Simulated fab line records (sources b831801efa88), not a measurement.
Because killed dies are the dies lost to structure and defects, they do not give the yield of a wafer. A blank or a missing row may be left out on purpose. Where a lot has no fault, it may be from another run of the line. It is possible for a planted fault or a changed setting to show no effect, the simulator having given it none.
fab line records	flow gf180mcu
record lots=13	wafers=39	last_day=34
route steps=602 shown M3@410 V3@454 M4@472 V4@477
lots with no fault: from the same line, run without faults
start_h: hours from the record's first day to the start of the lot's first wafer shown	wait_h: hours from the lot's prior step to this one	" identical to the entry in the row above	L1.1+2: one row covering several wafers at once	- no value, or no start given	* or withheld: withheld	< > ~ a bound
route shown NAME@n: NAME is a module with steps in the file, n the number in the route of the first one	usual: mean/standard deviation taken from wafers without a fault	same: alike in all rows	chamber/n: place in a boat	sites: each site's reading	_std_site: standard deviation of those values	_edge_site: the outer-site mean with the inner-site mean subtracted	radius_mm: for every site, how far away it sits from the centre of the wafer	mask NAME#n: copy n	behind: the most recent tool/chamber to have shaped the wafer	hold: the reason the lot was held/the length of the hold in hours/how it ended	device: the n, p or np transistor that did not switch	end of line: the tests these same wafers got at the end of their route	step lacking rows: just its recipe	killed: count of dies lost to structure and defects at first sort (not the wafer's yield)	map: shows each die of a wafer: x if killed, . if not, _ if none is there
set.NAME: the setting the step ran with; set.NAME@STEP: the setting that earlier step ran with	model.NAME: the simulator's own value behind a step, which no gauge read
the route's steps for a sample of lots (tables are steps, rows are wafers)
services: from which hour (start_h, from the record's first day; less than 0 if before it) a tool's chamber was out of use, for how many hours, and why
## steps
# step GF_M3_SPUTTER_01
# recipe material=TiN	target_thk_nm=30	power_w=6500	time_s=25	chamber_pressure_pa=0.4
# usual cathode_dc_power_W=6500.2/1.3	throttle_valve_pct=30.7/0.86
lot.wafer	tool	chamber	start_h	wait_h	cathode_dc_power_W	throttle_valve_pct
L213.1	pvd_sputter-04	-	465.86	0.1	6501.4	29.7
L213.2	"	-	"	"	6501.7	30.4
L213.3	"	-	"	"	6501.2	32.4
L214.3	pvd_sputter-04	-	471.27	0.1	6498.4	32.0
L214.4	"	-	"	"	6499.2	30.2
L214.6	"	-	"	"	6500.3	32.2
L215.2	pvd_sputter-02	-	480.92	0.1	6497.6	30.2
L215.3	"	-	"	"	6501.4	30.7
L215.6	"	-	"	"	6502.2	32.1
L224.2	pvd_sputter-04	-	558.74	0.1	6501.0	31.2
L224.3	"	-	"	"	6500.5	32.3
L224.5	"	-	"	"	6500.6	29.7
L225.2	pvd_sputter-02	-	579.49	0.1	6497.6	30.1
L225.3	"	-	"	"	6501.7	30.6
L225.5	"	-	"	"	6499.6	30.4
L227.3	pvd_sputter-04	-	587.45	0.1	6498.3	30.4
L227.4	"	-	"	"	6501.6	31.0
L227.5	"	-	"	"	6500.5	30.5
L228.2	pvd_sputter-03	-	594.74	0.1	6501.7	30.4
L228.5	"	-	"	"	6499.4	30.1
L228.6	"	-	"	"	6501.4	29.8
L229.1	pvd_sputter-04	-	603.70	0.1	6501.3	29.9
L229.2	"	-	"	"	6499.6	30.2
L229.4	"	-	"	"	6499.0	30.8
L230.3	pvd_sputter-03	-	607.25	0.1	6501.5	32.0
L230.4	"	-	"	"	6500.8	30.3
L230.6	"	-	"	"	6500.1	30.5
L232.2	pvd_sputter-02	-	625.76	0.1	6501.1	30.7
L232.3	"	-	"	"	6500.7	30.1
L232.4	"	-	"	"	6500.0	30.0
L234.2	pvd_sputter-02	-	636.34	0.1	6500.1	30.5
L234.5	"	-	"	"	6497.7	30.4
L234.6	"	-	"	"	6501.0	29.6
L235.1	pvd_sputter-03	-	641.27	0.1	6500.3	30.7
L235.3	"	-	"	"	6499.3	30.2
L235.5	"	-	"	"	6498.6	30.4
L236.1	pvd_sputter-02	-	652.70	0.1	6498.3	30.0
L236.2	"	-	"	"	6502.3	30.8
L236.5	"	-	"	"	6501.1	31.9
# step GF_V3_THK_MEAS_25
# recipe thk_meas_gauge=xrf	reads=W_of_V3_CVD_23
# usual V3_W_THK=340/6.2
lot.wafer	tool	chamber	start_h	wait_h	V3_W_THK[nm]
L213.1	film_metro-01	-	516.54	0.1	335
L213.2	"	-	"	"	343
L213.3	"	-	"	"	339
L214.3	film_metro-02	-	521.63	0.1	343
L214.4	"	-	"	"	335
L214.6	"	-	"	"	345
L215.2	film_metro-04	-	531.07	0.1	333
L215.3	"	-	"	"	337
L215.6	"	-	"	"	341
L224.2	film_metro-04	-	604.59	0.1	344
L224.3	"	-	"	"	340
L224.5	"	-	"	"	344
L225.2	film_metro-04	-	625.01	0.1	336
L225.3	"	-	"	"	338
L225.5	"	-	"	"	347
L227.3	film_metro-04	-	631.31	0.1	337
L227.4	"	-	"	"	332
L227.5	"	-	"	"	333
L228.2	film_metro-04	-	638.21	0.1	338
L228.5	"	-	"	"	344
L228.6	"	-	"	"	346
L229.1	film_metro-01	-	647.70	0.1	341
L229.2	"	-	"	"	335
L229.4	"	-	"	"	339
L230.3	film_metro-01	-	650.81	0.1	341
L230.4	"	-	"	"	344
L230.6	"	-	"	"	339
L232.2	film_metro-04	-	667.82	0.1	345
L232.3	"	-	"	"	340
L232.4	"	-	"	"	342
L234.2	film_metro-02	-	677.92	0.1	338
L234.5	"	-	"	"	339
L234.6	"	-	"	"	331
L235.1	film_metro-02	-	682.64	0.1	334
L235.3	"	-	"	"	337
L235.5	"	-	"	"	341
L236.1	film_metro-01	-	693.23	0.1	356
L236.2	"	-	"	"	362
L236.5	"	-	"	"	349
# step GF_M4_METAL_ETCH_16
# recipe chemistry=Cl2/BCl3	mask_material=KrF	target_depth_nm=627.5	stop_on=SiO2	pressure_mtorr=8	icp_w=800	bias_w=140	Cl2_flow_sccm=80	bcl3_flow_sccm=40	time_s=104.6
# usual drypump_motor_current_A=5.6/0.32	oes_product_au=0.973/0.0067	throttle_valve_pct=28.250/0.01
lot.wafer	tool	chamber	start_h	wait_h	drypump_motor_current_A	oes_product_au	rf_hours_counter_h	throttle_valve_pct
L213.1	rie_metal-02	1	540.21	0.0	5.6	0.973	1.5	28.236
L213.2	"	0	"	"	5.9	0.972	2.0	28.264
L213.3	"	1	"	"	5.6	0.975	-	28.274
L214.3	rie_metal-03	1	545.41	0.1	5.1	0.974	-	28.269
L214.4	"	0	"	"	5.5	0.971	-	28.260
L214.6	"	0	"	"	5.5	0.970	-	28.237
L215.2	rie_metal-02	1	553.22	0.0	5.6	0.972	2.0	28.243
L215.3	"	1	"	"	5.6	0.966	-	28.265
L215.6	"	1	"	"	5.6	0.969	-	28.232
L224.2	rie_metal-02	0	625.98	0.0	5.9	0.981	4.5	28.246
L224.3	"	0	"	"	5.9	0.887	-	28.340
L224.5	"	0	"	"	5.9	0.975	-	28.235
L225.2	rie_metal-02	0	645.40	0.0	5.9	0.972	5.0	28.260
L225.3	"	0	"	"	5.9	0.879	-	28.342
L225.5	"	1	"	"	5.6	0.973	-	28.251
L227.3	rie_metal-03	0	651.72	0.1	5.5	0.965	-	28.268
L227.4	"	1	"	"	5.1	0.982	-	28.246
L227.5	"	0	"	"	5.5	0.968	-	28.257
L228.2	rie_metal-03	1	658.23	0.0	5.1	0.986	5.7	28.247
L228.5	"	0	"	"	5.5	0.985	-	28.243
L228.6	"	1	"	"	5.1	0.982	-	28.225
L229.1	rie_metal-03	1	667.28	0.0	5.1	0.967	6.2	28.258
L229.2	"	0	"	"	5.5	0.966	4.7	28.254
L229.4	"	1	"	"	5.1	0.967	-	28.252
L230.3	rie_metal-03	1	671.00	0.1	5.1	0.976	-	28.257
L230.4	"	0	"	"	5.5	0.965	-	28.246
L230.6	"	0	"	"	5.5	0.974	-	28.251
L232.2	rie_metal-01	0	688.00	0.0	6.1	0.966	5.3	28.256
L232.3	"	1	"	"	5.7	0.971	-	28.246
L232.4	"	0	"	"	6.1	0.965	-	28.261
L234.2	rie_metal-03	0	697.03	0.0	5.5	0.971	5.9	28.246
L234.5	"	1	"	"	5.1	0.985	-	28.250
L234.6	"	0	"	"	5.5	0.978	-	28.250
L235.1	rie_metal-03	1	702.11	0.0	5.1	0.968	7.5	28.255
L235.3	"	1	"	"	5.1	0.967	-	28.270
L235.5	"	0	"	"	5.5	0.965	-	28.243
L236.1	rie_metal-03	0	711.97	0.0	5.5	0.979	6.6	28.257
L236.2	"	1	"	"	5.1	0.972	8.0	28.256
L236.5	"	0	"	"	5.5	0.977	-	28.246
# step GF_M4_STRIP_17
# recipe chemistry=O2/N2	power_w=1400	pressure_mtorr=1500	platen_temp_c=250	o2_flow_sccm=3000	n2_flow_sccm=300	overash_fraction=0.5
# usual drypump_motor_current_A=6.0/0.5	heater_power_w=334/30	oes_product_au=0.558/0.0048	platen_temp_c=250.01/0.2	strip_time_to_endpoint_s=7.88/0.048
lot.wafer	tool	chamber	start_h	wait_h	drypump_motor_current_A	heater_power_w	oes_product_au	platen_temp_c	rf_hours_counter_h	strip_time_to_endpoint_s
L213.1	plasma_asher-04	0	540.33	0.1	5.5	341	0.560	250.15	91	7.90
L213.2	"	1	"	"	6.4	357	0.562	250.04	91	7.86
L213.3	"	1	"	"	6.4	364	0.557	250.11	-	7.89
L214.3	plasma_asher-03	0	545.51	0.1	6.0	313	0.560	249.66	-	7.94
L214.4	"	1	"	"	5.9	299	0.555	249.89	-	7.89
L214.6	"	0	"	"	6.0	317	0.563	249.73	-	7.92
L215.2	plasma_asher-01	0	553.33	0.1	6.9	348	0.555	250.07	46	7.82
L215.3	"	0	"	"	6.9	359	0.555	249.82	-	7.84
L215.6	"	1	"	"	5.6	289	0.555	250.01	-	7.79
L224.2	plasma_asher-01	1	626.09	0.1	5.7	286	0.558	249.53	54	7.91
L224.3	"	0	"	"	6.9	354	0.576	249.99	-	8.36
L224.5	"	1	"	"	5.7	289	0.561	249.73	-	7.88
L225.2	plasma_asher-04	1	645.52	0.1	6.3	365	0.554	249.95	102	7.88
L225.3	"	1	"	"	6.3	365	0.573	250.21	-	8.37
L225.5	"	0	"	"	5.5	359	0.556	249.65	-	7.85
L227.3	plasma_asher-04	0	651.83	0.1	5.5	347	0.552	249.90	-	7.93
L227.4	"	1	"	"	6.3	360	0.560	249.98	-	7.94
L227.5	"	0	"	"	5.5	350	0.559	250.01	-	7.95
L228.2	plasma_asher-04	1	658.34	0.1	6.4	362	0.565	250.18	104	7.83
L228.5	"	0	"	"	5.5	359	0.552	250.08	-	7.91
L228.6	"	1	"	"	6.4	356	0.555	249.95	-	7.88
L229.1	plasma_asher-01	1	667.39	0.1	5.7	284	0.552	249.91	59	7.86
L229.2	"	0	"	"	6.8	342	0.561	250.35	59	7.89
L229.4	"	1	"	"	5.7	287	0.550	250.11	-	7.88
L230.3	plasma_asher-01	0	671.11	0.1	6.8	352	0.558	250.05	-	7.97
L230.4	"	1	"	"	5.7	292	0.565	250.17	-	7.98
L230.6	"	0	"	"	6.8	358	0.564	250.07	-	7.97
L232.2	plasma_asher-01	1	688.11	0.1	5.7	287	0.559	250.18	62	7.86
L232.3	"	1	"	"	5.7	294	0.559	250.20	-	7.91
L232.4	"	0	"	"	6.9	353	0.556	249.90	-	7.86
L234.2	plasma_asher-04	1	697.14	0.1	6.4	366	0.562	249.92	108	7.88
L234.5	"	0	"	"	5.5	342	0.554	250.10	-	7.90
L234.6	"	1	"	"	6.4	360	0.553	250.03	-	7.88
L235.1	plasma_asher-04	1	702.22	0.1	6.4	361	0.564	250.54	108	7.98
L235.3	"	0	"	"	5.5	352	0.564	249.91	-	7.99
L235.5	"	1	"	"	6.4	357	0.563	249.97	-	7.97
L236.1	plasma_asher-01	1	712.12	0.1	5.7	287	0.555	250.25	65	7.86
L236.2	"	0	"	"	6.8	358	0.552	250.18	65	7.87
L236.5	"	1	"	"	5.6	280	0.558	250.10	-	7.88
# step GF_V4_THK_MEAS_01
# recipe reads=SiO2_of_V4_CVD_00
# usual V4_CVD_00_THK=597/6.7
lot.wafer	tool	chamber	start_h	wait_h	V4_CVD_00_THK[nm]
L213.1	film_metro-01	-	553.95	0.0	602
L213.2	"	-	"	"	587
L213.3	"	-	"	"	599
L214.3	film_metro-01	-	554.23	0.1	594
L214.4	"	-	"	"	594
L214.6	"	-	"	"	602
L215.2	film_metro-03	-	554.50	0.0	602
L215.3	"	-	"	"	601
L215.6	"	-	"	"	606
L224.2	film_metro-03	-	627.05	0.0	592
L224.3	"	-	"	"	610
L224.5	"	-	"	"	612
L225.2	film_metro-02	-	646.16	0.0	599
L225.3	"	-	"	"	589
L225.5	"	-	"	"	601
L227.3	film_metro-03	-	652.45	0.1	606
L227.4	"	-	"	"	594
L227.5	"	-	"	"	606
L228.2	film_metro-01	-	659.00	0.0	591
L228.5	"	-	"	"	597
L228.6	"	-	"	"	591
L229.1	film_metro-01	-	668.00	0.0	600
L229.2	"	-	"	"	599
L229.4	"	-	"	"	600
L230.3	film_metro-03	-	671.70	0.1	600
L230.4	"	-	"	"	595
L230.6	"	-	"	"	594
L232.2	film_metro-02	-	688.84	0.1	603
L232.3	"	-	"	"	584
L232.4	"	-	"	"	606
L234.2	film_metro-02	-	697.79	0.0	596
L234.5	"	-	"	"	591
L234.6	"	-	"	"	594
L235.1	film_metro-02	-	702.83	0.0	597
L235.3	"	-	"	"	596
L235.5	"	-	"	"	595
L236.1	film_metro-01	-	712.73	0.0	604
L236.2	"	-	"	"	596
L236.5	"	-	"	"	602
## services
tool	chamber	start_h	hours	kind
rie_metal-02	-	470.92	3.3	repair
rie_metal-03	0	477.16	-	clean
rie_metal-03	0	477.16	17.4	scheduled_down
rie_metal-03	0	477.16	17.4	vent_cycle
plasma_asher-01	-	477.79	1.2	repair
pvd_sputter-03	-	485.76	4.1	repair
plasma_asher-03	-	564.07	11.2	pm
pvd_sputter-03	-	565.80	0.5	repair
pvd_sputter-02	1	579.61	-	consumable_replace:kit
pvd_sputter-02	1	579.61	18.0	scheduled_down
pvd_sputter-02	1	579.61	18.0	vent_cycle
pvd_sputter-04	-	582.23	1.4	repair
plasma_asher-03	-	584.41	3.0	repair
plasma_asher-03	-	635.02	24.0	repair
rie_metal-02	-	644.20	0.3	repair
rie_metal-02	-	651.97	2.8	pm
rie_metal-03	-	669.52	1.4	repair
pvd_sputter-03	-	673.34	1.7	repair
pvd_sputter-02	0	696.03	-	consumable_replace:kit
pvd_sputter-02	0	696.03	18.0	scheduled_down
pvd_sputter-02	0	696.03	18.0	vent_cycle
pvd_sputter-04	0	712.13	-	consumable_replace:kit
pvd_sputter-04	0	712.13	18.0	scheduled_down
pvd_sputter-04	0	712.13	18.0	vent_cycle
## key
first_sign step=GF_M4_METAL_ETCH_16	reading=oes_product_au	direction=down	sigmas=13	usual=0.973	struck=0.883
effect step=GF_M4_METAL_ETCH_16	reading=throttle_valve_pct	direction=up	sigmas=8.9	usual=28.250	struck=28.341
effect step=GF_M4_STRIP_17	reading=strip_time_to_endpoint_s	direction=up	sigmas=10	usual=*	struck=*
met_at GF_M4_METAL_ETCH_16
struck_lots L224,L225
struck_wafers L224.3,L225.3
sort_left_out L224.3,L225.3
not_acting_at GF_M3_SPUTTER_01,GF_V3_THK_MEAS_25,GF_V4_THK_MEAS_01
onset_between 553.22 625.98
fault kind=process_parameter_drift	tool=rie_metal-02	chamber=-	onset_h=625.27	steps=GF_M4_METAL_ETCH_16	channel=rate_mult	offset=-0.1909	shape=step	end_h=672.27	scope=struck_wafers_only
# sort_left_out: the simulated sort isn't trusted on such a fault, so these wafers' sort isn't shown, and their yield isn't known
